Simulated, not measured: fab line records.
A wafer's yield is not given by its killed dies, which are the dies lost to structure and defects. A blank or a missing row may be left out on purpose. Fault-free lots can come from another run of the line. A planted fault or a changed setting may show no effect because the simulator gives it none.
fab line records	flow sky130
[record] lots = 6	wafers = 18	last-day = 50
route steps=708 shown VT_ADJUST_NCORE@125 VT_ADJUST_HVTR@131 PAD_OPEN@708
lots that met no fault: from a run of the same line without faults
start-h: the number of hours between the record's first day and the start of the first shown wafer of the lot	wait-h: hours elapsed since this lot's preceding step	" as in the row above	L1.1+2: a row that stands for several wafers	- no value, or no start given	* or withheld: withheld	< > ~ a bound
route shown NAME@n: NAME is a module with steps in the file, n the number in the route of the first one	usual: mean/standard deviation taken from wafers without a fault	same: alike in all rows	chamber/n: place in a boat	sites: per-site readings	_std_site: standard deviation of those values	_edge_site: inner sites' mean taken away from outer sites' mean	radius-mm: how far each site lies from the wafer's centre	mask NAME#n: copy n	behind: the last tool/chamber to shape the wafer	hold: reason for holding the lot/hours on hold/outcome of the hold	device: which transistor (n, p or np) failed to switch	end of line: at the end of the route, the tests of the same wafers	a step given without rows: its recipe and nothing more	killed: dies lost to structure and defects at the first sort, not the wafer's yield	map: dies across one wafer; x = killed, . = not, _ = none there
set.NAME: the setting that was run; set.NAME@STEP: the one run at that earlier step	model.NAME: the simulator's own value behind a step, which no gauge read
a table for each step, a row for each wafer; lots at some steps of the route
services: the hour from which a tool's chamber was out of use, counted from the record's first day as start-h (under 0 if before that day), plus the number of hours and why
[[steps]]
[step SKY_VT_ADJUST_NCORE_DEVELOP_06]
[recipe] resist = NOVOLAK	developer = TMAH	develop-time-s = 60	dev-temp-c = 23
[step SKY_VT_ADJUST_NCORE_CD_MEAS_07]
[recipe] target-cd-nm = 380
[usual] cd-nm = 379.6/2.9
lot.wafer	tool	chamber	start-h	wait-h	cd-nm
L819.1	cd-sem-02	-	176.24	0.1	379.3
L819.4	"	-	"	"	381.1
L819.6	"	-	"	"	378.4
L828.2	cd-sem-02	-	257.60	0.1	378.1
L828.3	"	-	"	"	378.3
L828.6	"	-	"	"	379.2
L831.1	cd-sem-01	-	269.03	0.1	384.8
L831.2	"	-	"	"	383.7
L831.3	"	-	"	"	381.8
L834.1	cd-sem-01	-	289.68	0.1	380.5
L834.5	"	-	"	"	377.5
L834.6	"	-	"	"	377.2
L837.4	cd-sem-02	-	307.29	0.1	379.8
L837.5	"	-	"	"	381.0
L837.6	"	-	"	"	381.4
L839.1	cd-sem-02	-	327.45	0.2	377.7
L839.2	"	-	"	"	377.4
L839.6	"	-	"	"	375.4
[step SKY_VT_ADJUST_NCORE_OVL_MEAS_08]
[usual] VT_ADJUST_NCORE_OVL = -0.5/1.8
lot.wafer	tool	chamber	start-h	wait-h	VT_ADJUST_NCORE_OVL[nm]
L819.1	overlay-02	-	176.36	0.1	2.1
L819.4	"	-	"	"	-0.3
L819.6	"	-	"	"	-0.7
L828.2	overlay-01	-	257.70	0.1	1.3
L828.3	"	-	"	"	-1.3
L828.6	"	-	"	"	-0.1
L831.1	overlay-01	-	269.15	0.1	0.6
L831.2	"	-	"	"	-1.6
L831.3	"	-	"	"	0.2
L834.1	overlay-01	-	289.80	0.1	-1.9
L834.5	"	-	"	"	-1.9
L834.6	"	-	"	"	-1.0
L837.4	overlay-02	-	307.36	0.1	-0.5
L837.5	"	-	"	"	-0.8
L837.6	"	-	"	"	-1.0
L839.1	overlay-01	-	327.57	0.1	0.1
L839.2	"	-	"	"	2.1
L839.6	"	-	"	"	0.0
[step SKY_VT_ADJUST_NCORE_IMPLANT_09]
[recipe] species = B	energy-kev = 10	dose-cm2 = 2.4e+12	tilt-deg = withheld
[step SKY_VT_ADJUST_NCORE_STRIP_10]
[recipe] chemistry = O2/N2	power-w = 1400	pressure-mtorr = 1500	platen-temp-c = withheld	o2-flow-sccm = 3000	n2-flow-sccm = 300	overash-fraction = 0.5
[usual] drypump-motor-current-A = 5.7/0.48	oes-product-au = 0.716/0.0049	strip-time-to-endpoint-s = 14.19/0.042
lot.wafer	tool	chamber	start-h	wait-h	drypump-motor-current-A	oes-product-au	rf-hours-counter-h	strip-time-to-endpoint-s
L819.1	plasma-asher-02	0	176.54	0.1	6.0	0.718	48	14.17
L819.4	"	1	"	"	5.8	0.711	-	14.16
L819.6	"	0	"	"	6.0	0.724	-	14.23
L828.2	plasma-asher-02	1	257.88	0.1	5.8	0.710	56	14.21
L828.3	"	0	"	"	6.0	0.710	-	14.21
L828.6	"	0	"	"	6.0	0.722	-	14.23
L831.1	plasma-asher-01	1	269.34	0.1	6.3	0.716	45	14.22
L831.2	"	0	"	"	5.1	0.717	45	14.16
L831.3	"	1	"	"	6.3	0.716	-	14.19
L834.1	plasma-asher-03	1	289.99	0.1	5.8	0.713	63	14.21
L834.5	"	1	"	"	5.8	0.716	-	14.25
L834.6	"	0	"	"	4.8	0.712	-	14.21
L837.4	plasma-asher-02	1	307.57	0.1	5.8	0.718	-	14.15
L837.5	"	0	"	"	6.0	0.718	-	14.15
L837.6	"	1	"	"	5.8	0.709	-	14.17
L839.1	plasma-asher-03	0	327.76	0.1	4.8	0.721	67	14.19
L839.2	"	1	"	"	5.9	0.709	67	14.21
L839.6	"	0	"	"	4.8	0.714	-	14.17
[step SKY_VT_ADJUST_NCORE_TW_MEAS_11]
[usual] VT_ADJUST_NCORE_TW = 219.4/1.4
lot.wafer	tool	chamber	start-h	wait-h	VT_ADJUST_NCORE_TW
L819.1	film-metro-01	-	176.64	0.1	218.2
L819.4	"	-	"	"	217.1
L819.6	"	-	"	"	217.3
L828.2	film-metro-04	-	257.99	0.1	220.2
L828.3	"	-	"	"	220.0
L828.6	"	-	"	"	219.1
L831.1	film-metro-01	-	269.44	0.1	218.4
L831.2	"	-	"	"	217.7
L831.3	"	-	"	"	218.3
L834.1	film-metro-03	-	290.09	0.1	222.2
L834.5	"	-	"	"	221.2
L834.6	"	-	"	"	221.6
L837.4	film-metro-01	-	307.66	0.1	217.2
L837.5	"	-	"	"	220.4
L837.6	"	-	"	"	219.6
L839.1	film-metro-01	-	327.85	0.1	217.1
L839.2	"	-	"	"	217.2
L839.6	"	-	"	"	217.7
[step SKY_VT_ADJUST_HVTR_DEHYDRATE_00]
[recipe] temp-c = 200	time-s = 60
[step SKY_VT_ADJUST_HVTR_HMDS_01]
[recipe] prime-time-s = 60	prime-temp-c = 120
[step SKY_VT_ADJUST_HVTR_COAT_02]
[recipe] resist = NOVOLAK	spin-rpm = 3000	resist-thk-nm = 1140
[step SKY_VT_ADJUST_HVTR_SOFTBAKE_03]
[recipe] temp-c = 90	time-s = 60	resist = NOVOLAK
[step SKY_VT_ADJUST_HVTR_EXPOSE_04]
[recipe] mask-id = HVTRM	target-cd-nm = 380	na = 0.6	source-shape = conventional	sigma-outer = 0.6	dose-mj = 150
[step SKY_VT_ADJUST_HVTR_PEB_05]
[recipe] temp-c = withheld	time-s = *	resist = NOVOLAK
[step SKY_VT_ADJUST_HVTR_DEVELOP_06]
[recipe] develop-time-s = 60	dev-temp-c = 23
[usual] developer-temp-C = 23.00/0.11
lot.wafer	tool	chamber	start-h	wait-h	developer-temp-C
L819.1	litho-track-04	0	196.83	0.1	23.14
L819.4	"	0	"	"	23.13
L819.6	"	0	"	"	23.29
L828.2	litho-track-03	0	282.01	0.1	23.21
L828.3	"	0	"	"	23.03
L828.6	"	0	"	"	23.16
L831.1	litho-track-03	0	293.88	0.1	22.81
L831.2	"	0	"	"	23.04
L831.3	"	0	"	"	22.88
L834.1	litho-track-04	0	314.98	0.1	22.97
L834.5	"	0	"	"	22.89
L834.6	"	0	"	"	22.93
L837.4	litho-track-02	0	332.83	0.1	23.01
L837.5	"	0	"	"	22.98
L837.6	"	0	"	"	22.96
L839.1	litho-track-03	0	353.63	0.1	23.03
L839.2	"	0	"	"	22.92
L839.6	"	0	"	"	22.92
[step SKY_VT_ADJUST_HVTR_CD_MEAS_07]
[recipe] target-cd-nm = 380
[usual] cd-nm = 379.2/2.7
lot.wafer	tool	chamber	start-h	wait-h	hold	cd-nm
L819.1	cd-sem-01	-	196.98	0.1	-	379.6
L819.4	"	-	"	"	-	378.1
L819.6	"	-	"	"	-	376.9
L828.2	cd-sem-01	-	282.15	0.1	await-dispo/0.2h/release	393.0
L828.3	"	-	"	"	await-dispo/0.2h/release	392.6
L828.6	"	-	"	"	await-dispo/0.2h/release	390.4
L828.2	cd-sem-01	-	282.44	0.3	-	393.2
L828.3	"	-	"	"	-	392.4
L828.6	"	-	"	"	-	390.3
L831.1	cd-sem-01	-	294.03	0.1	await-dispo/0.2h/release	394.8
L831.2	"	-	"	"	await-dispo/0.2h/release	396.1
L831.3	"	-	"	"	await-dispo/0.2h/release	395.6
L831.1	cd-sem-01	-	294.32	0.3	-	394.6
L831.2	"	-	"	"	-	396.3
L831.3	"	-	"	"	-	395.7
L834.1	cd-sem-02	-	315.13	0.1	-	379.7
L834.5	"	-	"	"	-	378.5
L834.6	"	-	"	"	-	379.2
L837.4	cd-sem-02	-	333.08	0.2	-	379.9
L837.5	"	-	"	"	-	382.1
L837.6	"	-	"	"	-	384.0
L839.1	cd-sem-02	-	353.78	0.1	-	382.9
L839.2	"	-	"	"	-	381.0
L839.6	"	-	"	"	-	381.7
[step SKY_VT_ADJUST_HVTR_OVL_MEAS_08]
[usual] VT_ADJUST_HVTR_OVL = -1.0/1.2
lot.wafer	tool	chamber	start-h	wait-h	hold	VT_ADJUST_HVTR_OVL[nm]
L819.1	overlay-02	-	197.10	0.1	-	-1.0
L819.4	"	-	"	"	-	1.1
L819.6	"	-	"	"	-	-1.4
L828.2	overlay-01	-	286.11	3.6	await-dispo/3.6h/release	1.5
L828.3	"	-	"	"	await-dispo/3.6h/release	-0.1
L828.6	"	-	"	"	await-dispo/3.6h/release	0.8
L831.1	overlay-01	-	297.11	2.8	await-dispo/2.7h/release	-0.6
L831.2	"	-	"	"	await-dispo/2.7h/release	-0.7
L831.3	"	-	"	"	await-dispo/2.7h/release	-2.1
L834.1	overlay-01	-	315.25	0.1	-	-1.2
L834.5	"	-	"	"	-	-1.3
L834.6	"	-	"	"	-	-1.1
L837.4	overlay-02	-	333.16	0.1	-	-0.2
L837.5	"	-	"	"	-	-1.4
L837.6	"	-	"	"	-	0.8
L839.1	overlay-01	-	353.90	0.1	-	-2.1
L839.2	"	-	"	"	-	0.1
L839.6	"	-	"	"	-	-2.4
[step SKY_PAD_OPEN_PROBE_99]
[usual] killed_at_M0_to_M3 = 44/7.5	killed_at_M4_up = 2.9/1.8	killed-at-contacts = 24/5.1	killed-at-front-end = 16/4.7	killed-at-other = 0.3/0.46	killed-dies = 87/9.9	killed-open = 47/8	killed-short = 39/6.3
[same] gross-dies = 492	killed-at-back-side = 0
lot.wafer	tool	chamber	start-h	wait-h	killed_at_M0_to_M3	killed_at_M4_up	killed-at-contacts	killed-at-front-end	killed-at-other	killed-dies	killed-open	killed-short
L831.1	prober-01	-	1153.32	0.1	53	3	19	22	0	97	51	46
L831.2	prober-01	-	1153.37	0.1	41	3	28	18	0	90	51	39
L831.3	prober-01	-	1153.42	0.2	31	3	19	14	0	67	35	28
// killed by level:class
L831.1 VIA1:geometric-particle:open=12 FIELD_ISO:geometric-particle:short=10 CONTACT:geometric-particle:open=8 VIA3:geometric-particle:open=7 VIA3:geometric-particle:short=7 VIA2:geometric-particle:open=6 METAL2:geometric-particle:short=5 FIELD_ISO:geometric-particle:open=4
L831.2 VIA1:geometric-particle:open=12 CONTACT:geometric-particle:open=8 POLY_GATE:geometric-particle:short=7 METAL1:geometric-particle:short=7 LI_CONTACT:geometric-particle:open=6 VIA2:geometric-particle:open=6 POLY_GATE:geometric-particle:open=5 CONTACT:geometric-particle:short=5
L831.3 VIA2:geometric-particle:open=10 CONTACT:geometric-particle:short=6 VIA3:geometric-particle:open=6 CONTACT:geometric-particle:open=5 LI_CONTACT:geometric-particle:open=4 LOCAL_INTERCONNECT:geometric-particle:short=4 VIA1:geometric-particle:open=4 POLY_GATE:geometric-particle:short=3
[[services]]
tool	chamber	start-h	hours	kind
plasma-asher-01	-	178.91	0.8	repair
plasma-asher-01	-	191.17	1.7	repair
plasma-asher-02	-	207.31	0.4	repair
plasma-asher-01	-	210.35	4.4	repair
litho-track-02	-	235.11	-	consumable-replace:filter
plasma-asher-02	-	235.32	1.4	repair
plasma-asher-02	-	245.57	2.8	pm
[[key]]
[first-sign] step = SKY_VT_ADJUST_HVTR_CD_MEAS_07	reading = visit	direction = added
[effect] step = SKY_VT_ADJUST_HVTR_CD_MEAS_07	reading = cd-nm	direction = up	sigmas = 5.4	usual = 379.2	struck = 393.8
met-at SKY_VT_ADJUST_HVTR_DEVELOP_06
struck-wafers L828.2,L828.3,L828.6,L831.1,L831.2,L831.3
tester-left-out L828,L831
[fault] kind = process-parameter-drift	tool = litho-track-03	chamber = -	onset-h = 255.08	steps = SKY_VT_ADJUST_HVTR_DEVELOP_06	channel = develop-time-s	offset = *	shape = step	end-h = 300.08	acts-in = *	stated = *
// tester-left-out: of these lots the tester's yield and bins aren't shown, on N5 and GAA mostly nor the transistor test; their killed dies are dies lost to structure and defects alone, not to doping, threshold or leakage, so they don't give the yield
